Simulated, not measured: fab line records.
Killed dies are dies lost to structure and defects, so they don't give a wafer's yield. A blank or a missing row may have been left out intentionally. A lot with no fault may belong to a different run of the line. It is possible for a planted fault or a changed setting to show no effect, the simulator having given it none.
Which of the tools did it? -- flow sky130 -- 36 wafers from 12 lots sampled at 4 of the route's 708 steps

## WHAT THE GAUGES READ, wafer by wafer
SKY_POLY_CUT_OVL_MEAS_09. Usual: for POLY_CUT_OVL the level is -1 nm and the standard deviation is 5.5.
lot,measured,on,POLY_CUT_OVL (nm),flag
L713,day 24 05:47,overlay-01,10 3 -2,
L714,day 24 11:56,overlay-01,2 -7 0,
L715,day 25 00:20,overlay-02,-6 2 1,
L716,day 25 11:32,overlay-01,-6 0 -4,
L718,day 26 01:32,overlay-02,0 5 9,
L719,day 26 16:29,overlay-02,0 6 1,
L720,day 27 08:18,overlay-02,1 -2 6,
L727,day 29 10:23,overlay-01,2 5 0,
L733,day 31 21:23,overlay-02,-2 -6 -10,
L734,day 32 07:05,overlay-02,3 4 2,
L735,day 32 09:11,overlay-01,-1 -5 -6,
L736,day 32 17:48,overlay-01,-6 -5 -4,

SKY_VIA3_BOW_MEAS_03. Usual: for VIA3_BOW the level is 81 um and the standard deviation is 7.7.
lot,measured,on,VIA3_BOW (um),flag
L713,day 38 22:16,film_metro-03,83 80 76,
L714,day 39 02:28,film_metro-03,83 80 77,
L715,day 39 14:12,film_metro-02,83 85 81,
L716,day 39 21:05,film_metro-02,79 66 71,
L718,day 40 08:10,film_metro-03,81 69 90,
L719,day 40 22:50,film_metro-03,81 88 92,
L720,day 41 11:57,film_metro-03,91 84 82,
L727,day 43 07:05,film_metro-02,76 75 80,
L733,day 45 14:07,film_metro-04,82 87 79,
L734,day 45 14:20,film_metro-04,87 86 83,
L735,day 45 14:25,film_metro-02,89 93 87,
L736,day 45 19:25,film_metro-03,94 75 95,

## TOOL THAT RAN EACH LOT (tool first, then ch and the chambers of the sampled wafers, then the start)
lot,SKY_METAL3_COAT_08,SKY_METAL3_STRIP_19
L713,"litho_track-01 ch 0, day 38 07:00","plasma_asher-01 ch 0,1, day 38 21:08"
L714,"litho_track-03 ch 0, day 38 12:00","plasma_asher-02 ch 0,1, day 39 00:56"
L715,"litho_track-03 ch 0, day 38 23:00","plasma_asher-01 ch 0,1, day 39 13:02"
L716,"litho_track-03 ch 0, day 39 06:00","plasma_asher-02 ch 0,1, day 39 19:56"
L718,"litho_track-03 ch 0, day 39 17:00","plasma_asher-01 ch 0,1, day 40 06:59"
L719,"litho_track-03 ch 0, day 40 08:00","plasma_asher-03 ch 0,1, day 40 21:41"
L720,"litho_track-03 ch 0, day 40 21:00","plasma_asher-01 ch 0,1, day 41 10:46"
L727,"litho_track-03 ch 0, day 42 16:00","plasma_asher-02 ch 1, day 43 05:56"
L733,"litho_track-04 ch 0, day 44 15:00","plasma_asher-02 ch 0,1, day 45 12:57"
L734,"litho_track-03 ch 0, day 44 23:00","plasma_asher-03 ch 0,1, day 45 13:08"
L735,"litho_track-03 ch 0, day 45 02:00","plasma_asher-01 ch 0,1, day 45 13:18"
L736,"litho_track-01 ch 0, day 45 07:00","plasma_asher-02 ch 0,1, day 45 18:14"
- SKY_METAL3_COAT_08: resist thk 1140 nm.
- SKY_METAL3_STRIP_19: strips in O2/N2.

## WHAT THE TOOLS THEMSELVES READ (means of the sampled wafers that have a number; where no wafer has one, the mark that the record gives instead)
SKY_METAL3_COAT_08. Usual: spin_speed_rpm 3000.1 rpm, standard deviation 1.6.
lot,tool,spin_speed_rpm (rpm),flag
L713,litho_track-01,3000.1,
L714,litho_track-03,3001.1,
L715,litho_track-03,2999.3,
L716,litho_track-03,2997.9,
L718,litho_track-03,2999.5,
L719,litho_track-03,3000.5,
L720,litho_track-03,3000.8,
L727,litho_track-03,3000.4,
L733,litho_track-04,2999.0,
L734,litho_track-03,2999.3,
L735,litho_track-03,2999.2,
L736,litho_track-01,3000.6,

SKY_METAL3_STRIP_19. Usual: drypump_motor_current_A 5.3 A, standard deviation 0.45; oes_product_au 0.503 a.u., standard deviation 0.0059; strip_time_to_endpoint_s 6.55 s, standard deviation 0.086.
lot,tool,drypump_motor_current_A (A),oes_product_au (a.u.),strip_time_to_endpoint_s (s),flag
L713,plasma_asher-01,5.1,0.493,6.44,
L714,plasma_asher-02,5.2,0.501,6.58,
L715,plasma_asher-01,5.5,0.499,6.49,
L716,plasma_asher-02,5.3,0.499,6.45,
L718,plasma_asher-01,5.1,0.497,6.51,
L719,plasma_asher-03,5.3,0.503,6.59,
L720,plasma_asher-01,5.0,0.502,6.54,
L727,plasma_asher-02,5.4,0.512,6.74,
L733,plasma_asher-02,5.2,0.504,6.57,
L734,plasma_asher-03,5.3,0.501,6.51,
L735,plasma_asher-01,5.0,0.498,6.44,
L736,plasma_asher-02,5.3,0.505,6.60,

## THE ANSWER, worked out from the rows above alone
Rule: take the mean of a lot's wafers that have a number; if it is more than 3 standard deviations from the usual mean, the lot is off. Also off: a lot with no number at a reading for which 4 or more lots have one. All remaining lots with rows at the step are treated as sound. After the gauges, taken in route order, come the tools' own readings; for these a lot's mean is taken, as printed above. The first step at which some lot is off is used, and at that step the reading that is off furthest; a lot without a number counts as furthest.
Nothing can be told from this: no lot is off at any reading shown.

## WHAT WAS PUT IN BY THE SIMULATOR
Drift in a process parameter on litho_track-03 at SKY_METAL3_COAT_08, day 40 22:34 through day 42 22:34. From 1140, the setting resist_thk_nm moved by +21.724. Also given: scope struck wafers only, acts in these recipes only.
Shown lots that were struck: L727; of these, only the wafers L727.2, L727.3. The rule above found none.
